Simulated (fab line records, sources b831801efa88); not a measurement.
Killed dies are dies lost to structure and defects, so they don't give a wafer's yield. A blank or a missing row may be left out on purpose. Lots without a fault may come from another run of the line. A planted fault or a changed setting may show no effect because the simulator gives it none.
Which tool did it? | flow sky130 | 12 lots, 36 wafers sampled, at 4 steps of a route of 708

WHAT THE GAUGES READ, wafer by wafer
SKY_PASSIVATION_THK_MEAS_03. Usual: PASSIVATION_CVD_02_THK 540 nm, standard deviation 6.6.
lot  | measured     | on            | PASSIVATION_CVD_02_THK (nm) | flag
L997 | day 43 23:11 | film_metro-02 | 542 540 543                 |
L998 | day 44 02:21 | film_metro-01 | 534 537 547                 |
L101 | day 45 00:01 | film_metro-02 | 528 527 537                 |
L104 | day 46 14:05 | film_metro-02 | 538 546 548                 |
L105 | day 46 15:49 | film_metro-01 | 539 548 545                 |
L107 | day 46 17:00 | film_metro-01 | 533 545 539                 |
L108 | day 46 21:46 | film_metro-03 | 545 552 547                 |
L111 | day 47 13:18 | film_metro-02 | 546 546 546                 |
L110 | day 47 17:05 | film_metro-01 | 537 533 545                 |
L116 | day 48 13:34 | film_metro-02 | 540 541 547                 |
L118 | day 49 03:35 | film_metro-01 | 530 538 544                 |
L119 | day 49 09:40 | film_metro-02 | 525 527 540                 |

WHICH TOOL RAN EACH LOT (tool, then ch and the chambers of the sampled wafers, then the start)
lot  | SKY_CAPM_STRIP_14                    | SKY_METAL3_DESCUM_15              | SKY_METAL5_CLEAN_19
L997 | plasma_asher-01 ch 0,1, day 37 11:34 | rie_metal-02 ch 0, day 38 13:34   | wet_bench-02 ch 1, day 43 22:47
L998 | plasma_asher-01 ch 0, day 37 17:49   | rie_metal-03 ch 0,1, day 38 19:39 | wet_bench-02 ch 1, day 44 01:56
L101 | plasma_asher-02 ch 0,1, day 38 14:52 | rie_metal-03 ch 0,1, day 39 14:58 | wet_bench-02 ch 3, day 44 23:37
L104 | plasma_asher-04 ch 0,1, day 40 12:43 | rie_metal-01 ch 0, day 41 13:24   | wet_bench-03 ch 1, day 46 13:40
L105 | plasma_asher-01 ch 0,1, day 40 14:25 | rie_metal-03 ch 0,1, day 41 15:37 | wet_bench-02 ch 1, day 46 15:23
L107 | plasma_asher-01 ch 0,1, day 40 14:53 | rie_metal-02 ch 0,1, day 41 15:59 | wet_bench-02 ch 0, day 46 16:34
L108 | plasma_asher-04 ch 0,1, day 40 21:52 | rie_metal-02 ch 0,1, day 41 22:13 | wet_bench-01 ch 0, day 46 21:22
L111 | plasma_asher-04 ch 0,1, day 41 16:50 | rie_metal-03 ch 0,1, day 42 17:10 | wet_bench-02 ch 2, day 47 12:52
L110 | plasma_asher-02 ch 0,1, day 41 20:19 | rie_metal-03 ch 0, day 42 21:09   | wet_bench-02 ch 0, day 47 16:41
L116 | plasma_asher-02 ch 0,1, day 42 22:04 | rie_metal-03 ch 0,1, day 43 21:00 | wet_bench-02 ch 1, day 48 13:08
L118 | plasma_asher-01 ch 0,1, day 43 14:58 | rie_metal-02 ch 0,1, day 44 14:09 | wet_bench-02 ch 1, day 49 03:10
L119 | plasma_asher-04 ch 0, day 43 21:16   | rie_metal-02 ch 0,1, day 44 20:24 | wet_bench-02 ch 1, day 49 09:14
- SKY_CAPM_STRIP_14: strips in O2/N2.
- SKY_METAL3_DESCUM_15: chemistry O2, time 8 s.
- SKY_METAL5_CLEAN_19: cleans in O3/DIW.

WHAT THE TOOLS THEMSELVES READ (means of the sampled wafers that have a number; where no wafer has one, the mark that the record gives instead)
SKY_CAPM_STRIP_14. Usual: drypump_motor_current_A 5.4 A, standard deviation 0.35; oes_product_au 0.711 a.u., standard deviation 0.0042; strip_time_to_endpoint_s 12.65 s, standard deviation 0.051.
lot  | tool            | drypump_motor_current_A (A) | oes_product_au (a.u.) | strip_time_to_endpoint_s (s) | flag
L997 | plasma_asher-01 | 5.5                         | 0.710                 | 12.63                        |
L998 | plasma_asher-01 | 5.5                         | 0.715                 | 12.66                        |
L101 | plasma_asher-02 | 5.1                         | 0.712                 | 12.61                        |
L104 | plasma_asher-04 | 5.2                         | 0.709                 | 12.69                        |
L105 | plasma_asher-01 | 5.5                         | 0.710                 | 12.62                        |
L107 | plasma_asher-01 | 5.5                         | 0.714                 | 12.64                        |
L108 | plasma_asher-04 | 5.2                         | 0.713                 | 12.63                        |
L111 | plasma_asher-04 | 5.4                         | 0.708                 | 12.57                        |
L110 | plasma_asher-02 | 5.5                         | 0.708                 | 12.66                        |
L116 | plasma_asher-02 | 5.1                         | 0.712                 | 12.65                        |
L118 | plasma_asher-01 | 5.5                         | 0.710                 | 12.59                        |
L119 | plasma_asher-04 | 5.7                         | 0.714                 | 12.58                        |

SKY_METAL3_DESCUM_15. Usual: drypump_motor_current_A 5.6 A, standard deviation 0.35; oes_product_au 1.000 a.u., standard deviation 0.0076.
lot  | tool         | drypump_motor_current_A (A) | oes_product_au (a.u.) | flag
L997 | rie_metal-02 | 6.0                         | 1.003                 |
L998 | rie_metal-03 | 5.4                         | 0.997                 |
L101 | rie_metal-03 | 5.3                         | 1.002                 |
L104 | rie_metal-01 | 5.7                         | 0.987                 |
L105 | rie_metal-03 | 5.3                         | 1.003                 |
L107 | rie_metal-02 | 5.7                         | 1.001                 |
L108 | rie_metal-02 | 5.7                         | 1.006                 |
L111 | rie_metal-03 | 5.4                         | 1.000                 |
L110 | rie_metal-03 | 5.5                         | 0.994                 |
L116 | rie_metal-03 | 5.4                         | 0.994                 |
L118 | rie_metal-02 | 5.6                         | 1.006                 |
L119 | rie_metal-02 | 5.7                         | 0.999                 |

THE ANSWER, worked out from the rows above alone
Rule: a lot is off if the mean of its wafers that have a number lies more than 3 standard deviations from the usual mean. A lot without any number at a reading at which 4 lots or more have one is off too. The other lots that the step has rows for count as sound. The gauges are gone through in route order, then the tools' own readings, and for those a lot's mean is taken as printed above. The first step at which some lot is off is used, and at that step the reading that is off furthest; a lot without a number counts as furthest.
No lot is off at any reading shown: from this, nothing can be told.

WHAT THE SIMULATOR HAD PUT IN
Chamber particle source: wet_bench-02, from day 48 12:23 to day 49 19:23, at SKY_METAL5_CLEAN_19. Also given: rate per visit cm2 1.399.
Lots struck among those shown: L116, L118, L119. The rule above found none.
